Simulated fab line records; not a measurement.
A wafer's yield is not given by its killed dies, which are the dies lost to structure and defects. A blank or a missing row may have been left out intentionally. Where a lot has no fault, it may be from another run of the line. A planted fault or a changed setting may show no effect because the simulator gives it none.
Which tool was responsible? :: flow sky130 :: Sampling: 14 lots, 42 wafers, 4 of 708 route steps

## WHAT THE GAUGES SHOWED, per wafer
SKY_VT_ADJUST_HVTR_TW_MEAS_11.
lot: L590
measured: day 9 06:43
on: film-metro-02
VT_ADJUST_HVTR_TW: 206.2 207.6 206.8

lot: L592
measured: day 10 05:35
on: film-metro-02
VT_ADJUST_HVTR_TW: 209.2 207.6 207.0

lot: L594
measured: day 10 21:21
on: film-metro-03
VT_ADJUST_HVTR_TW: 211.9 211.6 212.3

lot: L595
measured: day 11 01:31
on: film-metro-02
VT_ADJUST_HVTR_TW: 207.5 207.6 208.4

lot: L598
measured: day 11 21:38
on: film-metro-02
VT_ADJUST_HVTR_TW: 208.1 207.8 208.3

lot: L599
measured: day 12 05:08
on: film-metro-01
VT_ADJUST_HVTR_TW: 209.6 209.5 210.3

lot: L600
measured: day 12 20:45
on: film-metro-02
VT_ADJUST_HVTR_TW: 206.6 205.7 206.5

lot: L607
measured: day 14 18:49
on: film-metro-02
VT_ADJUST_HVTR_TW: 207.3 208.1 208.0

lot: L608
measured: day 15 03:53
on: film-metro-02
VT_ADJUST_HVTR_TW: 206.4 207.5 207.3

lot: L609
measured: day 15 06:23
on: film-metro-03
VT_ADJUST_HVTR_TW: 211.5 210.9 212.2

lot: L610
measured: day 15 12:14
on: film-metro-02
VT_ADJUST_HVTR_TW: 207.3 207.6 207.9

lot: L611
measured: day 15 19:33
on: film-metro-01
VT_ADJUST_HVTR_TW: 209.2 209.7 209.2

lot: L612
measured: day 16 06:59
on: film-metro-03
VT_ADJUST_HVTR_TW: 210.0 211.1 210.5

lot: L613
measured: day 16 11:47
on: film-metro-01
VT_ADJUST_HVTR_TW: 210.8 210.4 211.3

SKY_VT_ADJUST_PCH_OVL_MEAS_07.
lot: L590
measured: day 10 04:26
on: overlay-02
VT_ADJUST_PCH_OVL (nm): 4.2 1.9 1.5

lot: L592
measured: day 11 03:35
on: overlay-01
VT_ADJUST_PCH_OVL (nm): 2.0 0.5 0.7

lot: L594
measured: day 11 20:56
on: overlay-01
VT_ADJUST_PCH_OVL (nm): -0.5 -0.1 1.1

lot: L595
measured: day 12 01:34
on: overlay-02
VT_ADJUST_PCH_OVL (nm): 1.0 -1.5 0.1

lot: L598
measured: day 12 21:34
on: overlay-02
VT_ADJUST_PCH_OVL (nm): 2.3 1.2 2.3

lot: L599
measured: day 13 04:53
on: overlay-02
VT_ADJUST_PCH_OVL (nm): 1.5 0.5 1.8

lot: L600
measured: day 13 22:08
on: overlay-01
VT_ADJUST_PCH_OVL (nm): 3.2 2.6 2.4

lot: L607
measured: day 15 21:26
on: overlay-02
VT_ADJUST_PCH_OVL (nm): 3.4 4.4 3.4

lot: L608
measured: day 16 07:12
on: overlay-01
VT_ADJUST_PCH_OVL (nm): 0.7 0.8 1.0

lot: L609
measured: day 16 10:01
on: overlay-02
VT_ADJUST_PCH_OVL (nm): 0.4 0.1 0.4

lot: L610
measured: day 16 15:13
on: overlay-02
VT_ADJUST_PCH_OVL (nm): 0.5 -1.8 -1.6

lot: L611
measured: day 16 23:57
on: overlay-02
VT_ADJUST_PCH_OVL (nm): -1.5 -0.4 1.1

lot: L612
measured: day 17 12:02
on: overlay-01
VT_ADJUST_PCH_OVL (nm): 2.0 3.4 0.5

lot: L613
measured: day 17 15:58
on: overlay-01
VT_ADJUST_PCH_OVL (nm): -0.1 -2.0 -1.2

SKY_LDD_LDN_OVL_MEAS_07.
lot: L590
measured: day 22 11:14
on: overlay-02
LDD_LDN_OVL (nm): -0.2 0.4 0.2

lot: L592
measured: day 23 19:45
on: overlay-02
LDD_LDN_OVL (nm): 2.2 1.0 1.6

lot: L594
measured: day 24 10:06
on: overlay-02
LDD_LDN_OVL (nm): 2.8 3.1 2.3

lot: L595
measured: day 24 20:45
on: overlay-01
LDD_LDN_OVL (nm): 0.3 0.4 -0.9

lot: L598
measured: day 25 22:59
on: overlay-01
LDD_LDN_OVL (nm): 1.3 1.4 0.8

lot: L599
measured: day 26 01:52
on: overlay-01
LDD_LDN_OVL (nm): 1.1 -0.3 1.3

lot: L600
measured: day 26 23:15
on: overlay-01
LDD_LDN_OVL (nm): -2.0 -1.1 -0.4

lot: L607
measured: day 28 23:25
on: overlay-01
LDD_LDN_OVL (nm): -0.1 -0.6 0.2

lot: L608
measured: day 29 09:25
on: overlay-02
LDD_LDN_OVL (nm): 0.5 -1.9 0.0

lot: L609
measured: day 29 12:31
on: overlay-01
LDD_LDN_OVL (nm): 0.6 1.1 0.9

lot: L610
measured: day 29 20:24
on: overlay-02
LDD_LDN_OVL (nm): 0.3 0.6 -0.3

lot: L611
measured: day 30 01:15
on: overlay-01
LDD_LDN_OVL (nm): -1.3 -0.8 -0.8

lot: L612
measured: day 30 11:41
on: overlay-02
LDD_LDN_OVL (nm): 2.6 2.7 3.9

lot: L613
measured: day 30 17:46
on: overlay-02
LDD_LDN_OVL (nm): 1.7 2.0 1.1

## WHAT TOOL EACH LOT RAN ON (gives the tool, then ch and the chambers of the sampled wafers, and finally the start)
lot: L590
SKY_LDD_N_IMPLANT_10: implanter-03 ch 0, day 17 08:17

lot: L592
SKY_LDD_N_IMPLANT_10: implanter-03 ch 0, day 18 17:01

lot: L594
SKY_LDD_N_IMPLANT_10: implanter-02 ch 0, day 19 08:29

lot: L595
SKY_LDD_N_IMPLANT_10: implanter-02 ch 0, day 19 18:13

lot: L598
SKY_LDD_N_IMPLANT_10: implanter-03 ch 0, day 20 22:04

lot: L599
SKY_LDD_N_IMPLANT_10: implanter-03 ch 0, day 21 00:09

lot: L600
SKY_LDD_N_IMPLANT_10: implanter-03 ch 0, day 21 23:25

lot: L607
SKY_LDD_N_IMPLANT_10: implanter-02 ch 0, day 24 02:50

lot: L608
SKY_LDD_N_IMPLANT_10: implanter-02 ch 0, day 24 10:44

lot: L609
SKY_LDD_N_IMPLANT_10: implanter-02 ch 0, day 24 15:09

lot: L610
SKY_LDD_N_IMPLANT_10: implanter-03 ch 0, day 25 01:45

lot: L611
SKY_LDD_N_IMPLANT_10: implanter-01 ch 0, day 25 05:33

lot: L612
SKY_LDD_N_IMPLANT_10: implanter-01 ch 0, day 25 17:54

lot: L613
SKY_LDD_N_IMPLANT_10: implanter-01 ch 0, day 25 21:46
- SKY_LDD_N_IMPLANT_10

## AS READ BY THE TOOLS THEMSELVES (means over the sampled wafers that have a number; for cases with no such wafer, the mark the record gives instead)
SKY_LDD_N_IMPLANT_10.
lot: L590
tool: implanter-03
beam-energy-keV: 20.006

lot: L592
tool: implanter-03
beam-energy-keV: 19.995

lot: L594
tool: implanter-02
beam-energy-keV: 20.002

lot: L595
tool: implanter-02
beam-energy-keV: 20.004

lot: L598
tool: implanter-03
beam-energy-keV: 19.997

lot: L599
tool: implanter-03
beam-energy-keV: 18.497

lot: L600
tool: implanter-03
beam-energy-keV: 18.503

lot: L607
tool: implanter-02
beam-energy-keV: 20.005

lot: L608
tool: implanter-02
beam-energy-keV: 20.000

lot: L609
tool: implanter-02
beam-energy-keV: 19.999

lot: L610
tool: implanter-03
beam-energy-keV: 20.003

lot: L611
tool: implanter-01
beam-energy-keV: 19.992

lot: L612
tool: implanter-01
beam-energy-keV: 20.000

lot: L613
tool: implanter-01
beam-energy-keV: 20.002

## THE ANSWER, worked out from the rows above alone
Rule: usual is defined by the lots themselves. Put in order of their means at a reading, lots are off if they are a third of the lots or fewer, leave a main group of 4 or more, and stand apart from it by a gap of 3 or more times the standard deviation of the main group's means; of several such gaps the widest counts. Not used: any main group whose means are identical at the precision the tables above print for the reading. A lot without any number at a reading at which 4 lots or more have one is off too. Any other lot the step has rows for is counted as sound. Order of review: gauges by route order, followed by the tools' own readings, for which a lot's mean as printed above is used. The first step at which some lot is off is used, and at that step the reading that is off furthest; a lot without a number counts as furthest.
Off, at SKY_LDD_N_IMPLANT_10 on beam-energy-keV: L599, L600. The main group: mean 20.000, standard deviation 0.004.
A tool fits if, at that step or a process step before it, it ran every lot that is off, and no sound lot after the first of them. None of those tried fits.

## WHAT HAD BEEN PUT IN BY THE SIMULATOR
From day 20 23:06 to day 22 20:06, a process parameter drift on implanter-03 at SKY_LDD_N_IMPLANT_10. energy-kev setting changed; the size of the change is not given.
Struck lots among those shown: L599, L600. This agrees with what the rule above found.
